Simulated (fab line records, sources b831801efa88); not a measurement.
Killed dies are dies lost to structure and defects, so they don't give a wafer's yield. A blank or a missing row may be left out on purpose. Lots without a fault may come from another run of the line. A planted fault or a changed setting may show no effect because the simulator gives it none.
Which tool did it? | flow sky130 | 10 lots, 30 wafers sampled, at 7 steps of a route of 708

WHAT THE GAUGES READ, wafer by wafer
SKY_POLY_CUT_CD_MEAS_08: target cd 270 nm. Usual: cd_nm 269.5 nm, standard deviation 1.7.
lot  | measured     | on        | cd_nm (nm)        | flag
L274 | day 23 21:39 | cd_sem-02 | 268.0 268.7 268.5 |
L275 | day 25 00:38 | cd_sem-01 | 267.7 267.5 267.4 |
L276 | day 25 18:12 | cd_sem-02 | 268.8 269.1 269.9 |
L277 | day 27 03:05 | cd_sem-01 | 271.5 269.8 271.6 |
L281 | day 27 20:24 | cd_sem-01 | 268.3 268.1 267.2 |
L286 | day 29 07:30 | cd_sem-01 | 272.2 269.7 272.5 |
L285 | day 29 09:41 | cd_sem-02 | 268.8 268.2 267.8 |
L292 | day 31 08:07 | cd_sem-02 | 267.3 268.0 267.9 |
L295 | day 31 19:00 | cd_sem-01 | 270.6 271.1 271.3 |
L294 | day 31 21:59 | cd_sem-01 | 267.3 268.4 267.2 |

SKY_SD_P_TW_MEAS_11. Usual: SD_P_TW 2822, standard deviation 15.
lot  | measured     | on            | SD_P_TW        | flag
L274 | day 25 03:19 | film_metro-03 | 2850 2854 2849 |
L275 | day 26 06:15 | film_metro-03 | 2824 2844 2839 |
L276 | day 26 23:02 | film_metro-02 | 2815 2817 2820 |
L277 | day 28 08:27 | film_metro-01 | 2832 2817 2826 |
L281 | day 29 01:13 | film_metro-01 | 2817 2802 2806 |
L286 | day 30 11:28 | film_metro-01 | 2640 2648 2636 | OFF
L285 | day 30 13:30 | film_metro-01 | 2646 2640 2634 | OFF
L292 | day 32 11:43 | film_metro-02 | 2819 2827 2813 |
L295 | day 32 22:04 | film_metro-03 | 2848 2828 2860 |
L294 | day 33 02:04 | film_metro-01 | 2819 2821 2817 |

SKY_SD_N_RS_MEAS_17: measures by four-point-probe. Usual: SD_P_RS 147.1 ohm/sq, standard deviation 0.37.
lot  | measured     | on            | SD_P_RS (ohm/sq)  | flag
L274 | day 27 12:58 | film_metro-03 | 146.9 146.9 146.5 |
L275 | day 28 16:40 | film_metro-03 | 147.8 147.3 147.4 |
L276 | day 29 08:07 | film_metro-02 | 147.6 147.8 147.7 |
L277 | day 30 16:07 | film_metro-03 | 147.5 146.9 146.9 |
L281 | day 31 09:23 | film_metro-03 | 146.6 146.9 146.7 |
L286 | day 32 18:22 | film_metro-02 | 152.3 152.6 153.0 | OFF
L285 | day 32 20:26 | film_metro-02 | 152.2 152.6 152.8 | OFF
L292 | day 34 17:14 | film_metro-03 | 147.5 147.3 146.8 |
L295 | day 35 03:47 | film_metro-02 | 146.9 147.4 146.8 |
L294 | day 35 08:04 | film_metro-01 | 146.6 147.0 146.9 |

WHICH TOOL RAN EACH LOT (tool, then ch and the chambers of the sampled wafers, then the start)
lot  | SKY_LDD_P_STRIP_10                   | SKY_LDD_HVN_STRIP_09                 | SKY_SD_P_IMPLANT_09             | SKY_SD_P_STRIP_10
L274 | plasma_asher-02 ch 1, day 18 19:15   | plasma_asher-02 ch 0,1, day 20 01:05 | implanter-02 ch 0, day 25 03:05 | plasma_asher-04 ch 0,1, day 25 03:13
L275 | plasma_asher-04 ch 0,1, day 19 21:33 | plasma_asher-02 ch 0,1, day 21 04:11 | implanter-02 ch 0, day 26 06:00 | plasma_asher-02 ch 0,1, day 26 06:09
L276 | plasma_asher-04 ch 0,1, day 20 15:07 | plasma_asher-04 ch 0,1, day 21 21:04 | implanter-04 ch 0, day 26 22:49 | plasma_asher-03 ch 0,1, day 26 22:56
L277 | plasma_asher-02 ch 0,1, day 22 02:39 | plasma_asher-03 ch 0,1, day 23 09:02 | implanter-04 ch 0, day 28 08:12 | plasma_asher-04 ch 0, day 28 08:21
L281 | plasma_asher-01 ch 0,1, day 22 21:23 | plasma_asher-02 ch 0,1, day 24 03:38 | implanter-03 ch 0, day 29 00:58 | plasma_asher-03 ch 0,1, day 29 01:06
L286 | plasma_asher-04 ch 0,1, day 24 11:03 | plasma_asher-03 ch 0,1, day 25 15:50 | implanter-03 ch 0, day 30 11:13 | plasma_asher-03 ch 0, day 30 11:21
L285 | plasma_asher-02 ch 0,1, day 24 11:53 | plasma_asher-04 ch 0,1, day 25 16:17 | implanter-03 ch 0, day 30 13:15 | plasma_asher-02 ch 0,1, day 30 13:24
L292 | plasma_asher-01 ch 0,1, day 26 09:42 | plasma_asher-03 ch 1, day 27 14:29   | implanter-02 ch 0, day 32 11:28 | plasma_asher-04 ch 0,1, day 32 11:36
L295 | plasma_asher-02 ch 0,1, day 27 01:33 | plasma_asher-03 ch 1, day 28 05:50   | implanter-02 ch 0, day 32 21:50 | plasma_asher-02 ch 0,1, day 32 21:58
L294 | plasma_asher-01 ch 0,1, day 27 03:25 | plasma_asher-04 ch 0,1, day 28 08:35 | implanter-04 ch 0, day 33 01:51 | plasma_asher-04 ch 0,1, day 33 01:59
- SKY_LDD_P_STRIP_10: strips in O2/N2.
- SKY_LDD_HVN_STRIP_09: strips in O2/N2.
- SKY_SD_P_IMPLANT_09
- SKY_SD_P_STRIP_10: strips in O2/N2.

WHAT THE TOOLS THEMSELVES READ (means of the sampled wafers that have a number; where no wafer has one, the mark that the record gives instead)
SKY_LDD_P_STRIP_10. Usual: drypump_motor_current_A 5.5 A, standard deviation 0.44; oes_product_au 0.716 a.u., standard deviation 0.0045; strip_time_to_endpoint_s 14.15 s, standard deviation 0.045.
lot  | tool            | drypump_motor_current_A (A) | oes_product_au (a.u.) | strip_time_to_endpoint_s (s) | flag
L274 | plasma_asher-02 | 4.8                         | 0.720                 | 14.23                        |
L275 | plasma_asher-04 | 5.7                         | 0.711                 | 14.14                        |
L276 | plasma_asher-04 | 5.7                         | 0.714                 | 14.21                        |
L277 | plasma_asher-02 | 5.2                         | 0.717                 | 14.11                        |
L281 | plasma_asher-01 | 5.3                         | 0.712                 | 14.15                        |
L286 | plasma_asher-04 | 5.8                         | 0.712                 | 14.20                        |
L285 | plasma_asher-02 | 5.2                         | 0.718                 | 14.07                        |
L292 | plasma_asher-01 | 5.4                         | 0.715                 | 14.21                        |
L295 | plasma_asher-02 | 5.7                         | 0.714                 | 14.11                        |
L294 | plasma_asher-01 | 5.3                         | 0.712                 | 14.15                        |

SKY_LDD_HVN_STRIP_09. Usual: drypump_motor_current_A 5.7 A, standard deviation 0.54; oes_product_au 0.408 a.u., standard deviation 0.0049; strip_time_to_endpoint_s 4.127 s, standard deviation 0.014.
lot  | tool            | drypump_motor_current_A (A) | oes_product_au (a.u.) | strip_time_to_endpoint_s (s) | flag
L274 | plasma_asher-02 | 5.7                         | 0.412                 | 4.132                        |
L275 | plasma_asher-02 | 5.2                         | 0.407                 | 4.131                        |
L276 | plasma_asher-04 | 5.8                         | 0.407                 | 4.117                        |
L277 | plasma_asher-03 | 6.1                         | 0.416                 | 4.131                        |
L281 | plasma_asher-02 | 5.3                         | 0.409                 | 4.128                        |
L286 | plasma_asher-03 | 5.9                         | 0.407                 | 4.115                        |
L285 | plasma_asher-04 | 5.8                         | 0.411                 | 4.119                        |
L292 | plasma_asher-03 | 6.2                         | 0.407                 | 4.130                        |
L295 | plasma_asher-03 | 6.2                         | 0.409                 | 4.132                        |
L294 | plasma_asher-04 | 5.8                         | 0.414                 | 4.120                        |

SKY_SD_P_IMPLANT_09. Usual: beam_energy_keV 20.001, standard deviation 0.0069; beam_on_s 14.9 s, standard deviation 0.75; dose_ions_cm2 3e+15, standard deviation 3.2e+12.
lot  | tool         | beam_energy_keV | beam_on_s (s) | dose_ions_cm2 | flag
L274 | implanter-02 | 20.004          | 14.1          | 3e+15         |
L275 | implanter-02 | 19.998          | 14.5          | 3e+15         |
L276 | implanter-04 | 20.003          | 14.6          | 3e+15         |
L277 | implanter-04 | 20.011          | 14.4          | 3e+15         |
L281 | implanter-03 | 19.994          | 16.1          | 3e+15         |
L286 | implanter-03 | 20.003          | 11.6          | 2e+15         | OFF
L285 | implanter-03 | 19.996          | 11.4          | 2e+15         | OFF
L292 | implanter-02 | 20.003          | 14.5          | 3e+15         |
L295 | implanter-02 | 20.006          | 14.3          | 3e+15         |
L294 | implanter-04 | 19.995          | 14.2          | 3e+15         |

SKY_SD_P_STRIP_10. Usual: drypump_motor_current_A 5.7 A, standard deviation 0.5; oes_product_au 0.617 a.u., standard deviation 0.0049; strip_time_to_endpoint_s 17.48 s, standard deviation 0.047.
lot  | tool            | drypump_motor_current_A (A) | oes_product_au (a.u.) | strip_time_to_endpoint_s (s) | flag
L274 | plasma_asher-04 | 5.8                         | 0.615                 | 17.54                        |
L275 | plasma_asher-02 | 5.2                         | 0.619                 | 17.43                        |
L276 | plasma_asher-03 | 5.9                         | 0.618                 | 17.51                        |
L277 | plasma_asher-04 | 5.8                         | 0.613                 | 17.48                        |
L281 | plasma_asher-03 | 6.1                         | 0.620                 | 17.45                        |
L286 | plasma_asher-03 | 5.8                         | 0.629                 | 16.86                        | OFF
L285 | plasma_asher-02 | 5.7                         | 0.628                 | 16.87                        | OFF
L292 | plasma_asher-04 | 5.8                         | 0.615                 | 17.53                        |
L295 | plasma_asher-02 | 5.7                         | 0.615                 | 17.53                        |
L294 | plasma_asher-04 | 5.8                         | 0.614                 | 17.42                        |

THE ANSWER, worked out from the rows above alone
Rule: a lot is off if the mean of its wafers that have a number lies more than 3 standard deviations from the usual mean. A lot without any number at a reading at which 4 lots or more have one is off too. The other lots that the step has rows for count as sound. The gauges are gone through in route order, then the tools' own readings, and for those a lot's mean is taken as printed above. The first step at which some lot is off is used, and at that step the reading that is off furthest; a lot without a number counts as furthest.
Off: L286, L285, at SKY_SD_P_TW_MEAS_11 (SD_P_TW).
A tool fits if, at a process step before that reading, it ran every lot that is off, and no sound lot after the first of them. The gauges at SKY_SD_P_TW_MEAS_11 aren't tried: what is off there is off at SKY_SD_N_RS_MEAS_17 too, on other tools, and a gauge's error can't cause that. One fits: implanter-03 at SKY_SD_P_IMPLANT_09. Its last sound lot is L281 (day 29 00:58), its first lot that is off L286 (day 30 11:13): a fault that began between those two fits.
The tool's own readings at SKY_SD_P_IMPLANT_09 bear it out: on the lots that are off they differ by more than 5 times the standard deviation of the sound lots' means. beam_on_s reads 11.5 s there against 14.6 s on the sound lots; dose_ions_cm2 reads 2e+15 there against 3e+15 on the sound lots.

WHAT THE SIMULATOR HAD PUT IN
Process parameter drift: implanter-03, from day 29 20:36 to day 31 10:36, at SKY_SD_P_IMPLANT_09. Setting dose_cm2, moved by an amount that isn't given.
Lots struck among those shown: L286, L285. The rule above found the same.
